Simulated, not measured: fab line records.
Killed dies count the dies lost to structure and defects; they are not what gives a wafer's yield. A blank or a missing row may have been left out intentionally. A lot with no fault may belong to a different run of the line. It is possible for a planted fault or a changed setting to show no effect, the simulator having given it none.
Which tool is to blame? || flow sky130 || 12 lots, 36 wafers sampled, at 4 steps of a route of 708

== WHAT THE GAUGES SHOWED, per wafer ==
SKY_PAD_OPEN_BOW_MEAS_13. Usual: for PAD_OPEN_BOW the level is 47 um and the standard deviation is 8.8.
{"lot": "L555", "measured": "day 46 00:10", "on": "filmMetro-02", "PAD_OPEN_BOW (um)": "42 53 41", "flag": ""}
{"lot": "L556", "measured": "day 46 08:59", "on": "filmMetro-02", "PAD_OPEN_BOW (um)": "59 53 41", "flag": ""}
{"lot": "L557", "measured": "day 46 12:13", "on": "filmMetro-04", "PAD_OPEN_BOW (um)": "59 45 46", "flag": ""}
{"lot": "L558", "measured": "day 46 14:44", "on": "filmMetro-01", "PAD_OPEN_BOW (um)": "42 42 45", "flag": ""}
{"lot": "L559", "measured": "day 46 21:18", "on": "filmMetro-01", "PAD_OPEN_BOW (um)": "46 46 38", "flag": ""}
{"lot": "L561", "measured": "day 47 16:08", "on": "filmMetro-04", "PAD_OPEN_BOW (um)": "43 36 47", "flag": ""}
{"lot": "L562", "measured": "day 48 00:34", "on": "filmMetro-02", "PAD_OPEN_BOW (um)": "70 76 52", "flag": ""}
{"lot": "L564", "measured": "day 48 08:01", "on": "filmMetro-02", "PAD_OPEN_BOW (um)": "30 49 40", "flag": ""}
{"lot": "L569", "measured": "day 49 11:10", "on": "filmMetro-02", "PAD_OPEN_BOW (um)": "43 42 43", "flag": ""}
{"lot": "L570", "measured": "day 49 17:02", "on": "filmMetro-04", "PAD_OPEN_BOW (um)": "41 54 67", "flag": ""}
{"lot": "L575", "measured": "day 50 11:10", "on": "filmMetro-02", "PAD_OPEN_BOW (um)": "52 51 53", "flag": ""}
{"lot": "L576", "measured": "day 50 22:58", "on": "filmMetro-04", "PAD_OPEN_BOW (um)": "36 32 38", "flag": ""}

== WHICH TOOL RAN EACH LOT (tool, then ch and the chambers of the sampled wafers, then the start) ==
{"lot": "L555", "SKY_VIA3_CMP_02": "cmp-01 ch 0,1,2, day 38 20:17", "SKY_METAL4_ETCH_16": "rieMetal-02 ch 0,1, day 41 23:56", "SKY_METAL5_STRIP_16": "plasmaAsher-04 ch 0,1, day 44 01:27"}
{"lot": "L556", "SKY_VIA3_CMP_02": "cmp-02 ch 0,1,2, day 39 09:53", "SKY_METAL4_ETCH_16": "rieMetal-02 ch 0,1, day 42 11:24", "SKY_METAL5_STRIP_16": "plasmaAsher-02 ch 0,1, day 44 11:29"}
{"lot": "L557", "SKY_VIA3_CMP_02": "cmp-01 ch 1,2,3, day 39 13:32", "SKY_METAL4_ETCH_16": "rieMetal-04 ch 0,1, day 42 16:09", "SKY_METAL5_STRIP_16": "plasmaAsher-04 ch 0,1, day 44 15:32"}
{"lot": "L558", "SKY_VIA3_CMP_02": "cmp-01 ch 0,1,3, day 39 13:56", "SKY_METAL4_ETCH_16": "rieMetal-01 ch 0,1, day 42 16:58", "SKY_METAL5_STRIP_16": "plasmaAsher-03 ch 0,1, day 44 17:26"}
{"lot": "L559", "SKY_VIA3_CMP_02": "cmp-02 ch 0,1, day 39 20:28", "SKY_METAL4_ETCH_16": "rieMetal-01 ch 0,1, day 42 23:20", "SKY_METAL5_STRIP_16": "plasmaAsher-03 ch 0,1, day 45 00:12"}
{"lot": "L561", "SKY_VIA3_CMP_02": "cmp-01 ch 1,2, day 40 19:13", "SKY_METAL4_ETCH_16": "rieMetal-04 ch 0,1, day 43 21:15", "SKY_METAL5_STRIP_16": "plasmaAsher-03 ch 0,1, day 45 20:02"}
{"lot": "L562", "SKY_VIA3_CMP_02": "cmp-02 ch 0,1,2, day 41 07:15", "SKY_METAL4_ETCH_16": "rieMetal-02 ch 0,1, day 44 06:32", "SKY_METAL5_STRIP_16": "plasmaAsher-02 ch 0, day 46 04:59"}
{"lot": "L564", "SKY_VIA3_CMP_02": "cmp-01 ch 0,1,3, day 41 12:04", "SKY_METAL4_ETCH_16": "rieMetal-02 ch 0,1, day 44 12:13", "SKY_METAL5_STRIP_16": "plasmaAsher-04 ch 0, day 46 12:16"}
{"lot": "L569", "SKY_VIA3_CMP_02": "cmp-02 ch 0,1,2, day 43 01:13", "SKY_METAL4_ETCH_16": "rieMetal-04 ch 0,1, day 45 22:02", "SKY_METAL5_STRIP_16": "plasmaAsher-03 ch 0,1, day 47 18:59"}
{"lot": "L570", "SKY_VIA3_CMP_02": "cmp-02 ch 0,1,3, day 43 07:49", "SKY_METAL4_ETCH_16": "rieMetal-02 ch 0,1, day 46 06:13", "SKY_METAL5_STRIP_16": "plasmaAsher-04 ch 0, day 48 02:03"}
{"lot": "L575", "SKY_VIA3_CMP_02": "cmp-01 ch 0,1, day 44 10:43", "SKY_METAL4_ETCH_16": "rieMetal-01 ch 1, day 47 05:03", "SKY_METAL5_STRIP_16": "plasmaAsher-04 ch 0,1, day 48 23:00"}
{"lot": "L576", "SKY_VIA3_CMP_02": "cmp-01 ch 1,2,3, day 45 02:41", "SKY_METAL4_ETCH_16": "rieMetal-04 ch 0, day 47 19:40", "SKY_METAL5_STRIP_16": "plasmaAsher-04 ch 0,1, day 49 11:15"}
- SKY_VIA3_CMP_02: polishes SiO2.
- SKY_METAL4_ETCH_16: etches BARC in N2/H2, stops on SiO2, time 88.2 s, target depth 60 nm.
- SKY_METAL5_STRIP_16: strips in O2/N2.

== WHAT THE TOOLS THEMSELVES READ (means of the sampled wafers that have a number; where no wafer has one, the mark that the record gives instead) ==
SKY_VIA3_CMP_02. Usual: motorCurrentA reads 11.3 A (standard deviation 0.87).
{"lot": "L555", "tool": "cmp-01", "motorCurrentA (A)": 11.4, "flag": ""}
{"lot": "L556", "tool": "cmp-02", "motorCurrentA (A)": 11.6, "flag": ""}
{"lot": "L557", "tool": "cmp-01", "motorCurrentA (A)": 11.1, "flag": ""}
{"lot": "L558", "tool": "cmp-01", "motorCurrentA (A)": 12.0, "flag": ""}
{"lot": "L559", "tool": "cmp-02", "motorCurrentA (A)": 12.2, "flag": ""}
{"lot": "L561", "tool": "cmp-01", "motorCurrentA (A)": 10.9, "flag": ""}
{"lot": "L562", "tool": "cmp-02", "motorCurrentA (A)": 11.8, "flag": ""}
{"lot": "L564", "tool": "cmp-01", "motorCurrentA (A)": 11.8, "flag": ""}
{"lot": "L569", "tool": "cmp-02", "motorCurrentA (A)": 11.6, "flag": ""}
{"lot": "L570", "tool": "cmp-02", "motorCurrentA (A)": 11.7, "flag": ""}
{"lot": "L575", "tool": "cmp-01", "motorCurrentA (A)": 11.9, "flag": ""}
{"lot": "L576", "tool": "cmp-01", "motorCurrentA (A)": 10.9, "flag": ""}

SKY_METAL4_ETCH_16. Usual: drypumpMotorCurrentA 5.65 A, standard deviation 0.27; oesProductAu 0.626 a.u., standard deviation 0.0043; throttleValvePct 13.206 %, standard deviation 0.0097.
{"lot": "L555", "tool": "rieMetal-02", "drypumpMotorCurrentA (A)": 5.75, "oesProductAu (a.u.)": 0.624, "throttleValvePct (%)": 13.210, "flag": ""}
{"lot": "L556", "tool": "rieMetal-02", "drypumpMotorCurrentA (A)": 5.70, "oesProductAu (a.u.)": 0.625, "throttleValvePct (%)": 13.203, "flag": ""}
{"lot": "L557", "tool": "rieMetal-04", "drypumpMotorCurrentA (A)": 5.57, "oesProductAu (a.u.)": 0.627, "throttleValvePct (%)": 13.206, "flag": ""}
{"lot": "L558", "tool": "rieMetal-01", "drypumpMotorCurrentA (A)": 5.61, "oesProductAu (a.u.)": 0.624, "throttleValvePct (%)": 13.215, "flag": ""}
{"lot": "L559", "tool": "rieMetal-01", "drypumpMotorCurrentA (A)": 5.62, "oesProductAu (a.u.)": 0.631, "throttleValvePct (%)": 13.198, "flag": ""}
{"lot": "L561", "tool": "rieMetal-04", "drypumpMotorCurrentA (A)": 5.57, "oesProductAu (a.u.)": 0.625, "throttleValvePct (%)": 13.208, "flag": ""}
{"lot": "L562", "tool": "rieMetal-02", "drypumpMotorCurrentA (A)": 5.75, "oesProductAu (a.u.)": 0.624, "throttleValvePct (%)": 13.211, "flag": ""}
{"lot": "L564", "tool": "rieMetal-02", "drypumpMotorCurrentA (A)": 5.74, "oesProductAu (a.u.)": 0.624, "throttleValvePct (%)": 13.198, "flag": ""}
{"lot": "L569", "tool": "rieMetal-04", "drypumpMotorCurrentA (A)": 5.48, "oesProductAu (a.u.)": 0.630, "throttleValvePct (%)": 13.212, "flag": ""}
{"lot": "L570", "tool": "rieMetal-02", "drypumpMotorCurrentA (A)": 5.74, "oesProductAu (a.u.)": 0.627, "throttleValvePct (%)": 13.202, "flag": ""}
{"lot": "L575", "tool": "rieMetal-01", "drypumpMotorCurrentA (A)": 6.04, "oesProductAu (a.u.)": 0.626, "throttleValvePct (%)": 13.207, "flag": ""}
{"lot": "L576", "tool": "rieMetal-04", "drypumpMotorCurrentA (A)": 5.37, "oesProductAu (a.u.)": 0.627, "throttleValvePct (%)": 13.195, "flag": ""}

SKY_METAL5_STRIP_16. Usual: drypumpMotorCurrentA 5.58 A, standard deviation 0.27; oesProductAu 0.711 a.u., standard deviation 0.0043; stripTimeToEndpointS 12.70 s, standard deviation 0.13.
{"lot": "L555", "tool": "plasmaAsher-04", "drypumpMotorCurrentA (A)": 5.41, "oesProductAu (a.u.)": 0.711, "stripTimeToEndpointS (s)": 12.59, "flag": ""}
{"lot": "L556", "tool": "plasmaAsher-02", "drypumpMotorCurrentA (A)": 5.91, "oesProductAu (a.u.)": 0.710, "stripTimeToEndpointS (s)": 12.61, "flag": ""}
{"lot": "L557", "tool": "plasmaAsher-04", "drypumpMotorCurrentA (A)": 5.43, "oesProductAu (a.u.)": 0.710, "stripTimeToEndpointS (s)": 12.57, "flag": ""}
{"lot": "L558", "tool": "plasmaAsher-03", "drypumpMotorCurrentA (A)": 5.53, "oesProductAu (a.u.)": 0.709, "stripTimeToEndpointS (s)": 12.72, "flag": ""}
{"lot": "L559", "tool": "plasmaAsher-03", "drypumpMotorCurrentA (A)": 5.52, "oesProductAu (a.u.)": 0.711, "stripTimeToEndpointS (s)": 12.79, "flag": ""}
{"lot": "L561", "tool": "plasmaAsher-03", "drypumpMotorCurrentA (A)": 5.51, "oesProductAu (a.u.)": 0.710, "stripTimeToEndpointS (s)": 12.68, "flag": ""}
{"lot": "L562", "tool": "plasmaAsher-02", "drypumpMotorCurrentA (A)": 6.00, "oesProductAu (a.u.)": 0.711, "stripTimeToEndpointS (s)": 12.60, "flag": ""}
{"lot": "L564", "tool": "plasmaAsher-04", "drypumpMotorCurrentA (A)": 5.59, "oesProductAu (a.u.)": 0.708, "stripTimeToEndpointS (s)": 12.49, "flag": ""}
{"lot": "L569", "tool": "plasmaAsher-03", "drypumpMotorCurrentA (A)": 5.54, "oesProductAu (a.u.)": 0.711, "stripTimeToEndpointS (s)": 12.74, "flag": ""}
{"lot": "L570", "tool": "plasmaAsher-04", "drypumpMotorCurrentA (A)": 5.55, "oesProductAu (a.u.)": 0.705, "stripTimeToEndpointS (s)": 12.71, "flag": ""}
{"lot": "L575", "tool": "plasmaAsher-04", "drypumpMotorCurrentA (A)": 5.42, "oesProductAu (a.u.)": 0.712, "stripTimeToEndpointS (s)": 12.67, "flag": ""}
{"lot": "L576", "tool": "plasmaAsher-04", "drypumpMotorCurrentA (A)": 5.30, "oesProductAu (a.u.)": 0.712, "stripTimeToEndpointS (s)": 12.82, "flag": ""}

== THE ANSWER, worked out from the rows above alone ==
Rule: a lot is off if the mean of its wafers that have a number lies more than 3 standard deviations from the usual mean. A lot without any number at a reading at which 4 lots or more have one is off too. Where the step has rows for the other lots, those lots are counted as sound. Order of review: gauges by route order, followed by the tools' own readings, for which a lot's mean as printed above is used. At the first step where some lot is off, the reading lying furthest off is the one used; lots without a number count as furthest.
Nothing can be told from this: no lot is off at any reading shown.

== WHAT THE SIMULATOR HAD PUT IN ==
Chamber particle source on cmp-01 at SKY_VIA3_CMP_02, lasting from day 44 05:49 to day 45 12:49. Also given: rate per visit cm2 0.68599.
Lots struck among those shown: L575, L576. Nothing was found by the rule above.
